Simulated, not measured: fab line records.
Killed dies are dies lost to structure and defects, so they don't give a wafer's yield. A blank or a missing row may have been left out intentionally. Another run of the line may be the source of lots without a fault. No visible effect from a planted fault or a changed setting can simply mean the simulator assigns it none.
A single fault, viewed from 2 desks :: flow gf180mcu :: every desk sees just its own numbers, and what lay behind them comes last

FOR THE TOOL OWNER'S DESK: rtp anneal-01
At GF_PSD_RTA_13 (time 20 s), the tool's own readings, given per lot that ran on this tool as the mean of the sampled wafers with a number. If a lot's mean is further than 4 standard deviations from the usual mean, the lot is out of limits and carries the mark OUT (the distance appears in the brackets).
Columns: A = lamp power pct at GF_PSD_RTA_13, usual 37.1 %; B = wafer_temp_C_max at GF_PSD_RTA_13, usual 1028.8
lot: L320
first seen here: day 15 11:45
A: 39.7
B: 1028.6

lot: L322
first seen here: day 16 04:37
A: 39.7
B: 1028.2

lot: L326
first seen here: day 17 12:47
A: 39.7
B: 1028.5

lot: L330
first seen here: day 19 00:58
A: 42.2
B: 1053.3 (+30) OUT

lot: L331
first seen here: day 19 05:44
A: 42.2
B: 1052.5 (+29) OUT

lot: L338
first seen here: day 21 19:55
A: 39.7
B: 1029.0

lot: L340
first seen here: day 22 05:30
A: 39.6
B: 1029.8
This desk's verdict: out of limits on L330, L331, starting with L330 at day 19 00:58 (wafer_temp_C_max at GF_PSD_RTA_13). L320, L322, L326, L338, L340: within limits.

FROM THE METROLOGY DESK
What the gauges read, lot by lot, whatever tool the lot ran on: means of the sampled wafers that have a number. If a lot's mean is further than 4 standard deviations from the usual mean, the lot is out of limits and carries the mark OUT (the distance appears in the brackets).
Columns: A = NSD_RS at GF_PSD_RS_MEAS_14, usual 46.09 ohm/sq; B = PSD_RS at GF_PSD_RS_MEAS_15, usual 108.45 ohm/sq; C = cd nm at GF_V3_CD_MEAS_14, usual 259.8 nm; D = V3_W_THK at GF_V3_THK_MEAS_25, usual 365 nm
lot: L320
first seen here: day 15 11:50
A: 46.09
B: 108.63
C: 259.9
D: 366

lot: L322
first seen here: day 16 04:42
A: 46.02
B: 108.13
C: 259.1
D: 383

lot: L324
first seen here: day 16 18:21
A: 46.12
B: 108.45
C: 259.7
D: 379

lot: L326
first seen here: day 17 12:53
A: 46.14
B: 108.64
C: 259.8
D: 363

lot: L330
first seen here: day 19 01:02
A: 42.66 (-48) OUT
B: 98.58 (-38) OUT
C: 258.8
D: 362

lot: L331
first seen here: day 19 05:50
A: 42.67 (-48) OUT
B: 98.49 (-38) OUT
C: 259.3
D: 364

lot: L332
first seen here: day 19 15:23
A: 46.06
B: 108.41
C: 260.2
D: 369

lot: L333
first seen here: day 20 03:59
A: 46.11
B: 108.46
C: 259.4
D: 359

lot: L334
first seen here: day 20 05:23
A: 45.99
B: 108.44
C: 260.0
D: 366

lot: L336
first seen here: day 20 22:44
A: 46.16
B: 108.43
C: 262.1
D: 370

lot: L337
first seen here: day 21 11:02
A: 46.07
B: 108.64
C: 259.4
D: 366

lot: L338
first seen here: day 21 20:00
A: 46.13
B: 108.62
C: 260.8
D: 372

lot: L340
first seen here: day 22 05:35
A: 46.12
B: 108.42
C: 259.2
D: 371
Finding of this desk: L330, L331 out of limits, first seen on L330 at day 19 01:02 (NSD_RS at GF_PSD_RS_MEAS_14). L320, L322, L324, L326, L332, L333, L334, L336, L337, L338, L340: within limits.

TAKEN TOGETHER
The tool owner's desk could have raised an alarm at day 19 00:58, on L330, L331.
An alarm was possible from the metrology desk at day 19 01:02, on L330, L331.
GF_PSD_RTA_13 was run on rtp anneal-01 by each of the lots named.

WHAT HAD BEEN PUT IN BY THE SIMULATOR
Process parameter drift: rtp anneal-01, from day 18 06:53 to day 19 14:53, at GF_PSD_RTA_13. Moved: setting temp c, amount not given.
Struck lots among those shown: L330, L331.
Time in hours from fault onset to the first out-of-limits reading at each desk: tool owner's desk 18, metrology desk 18.
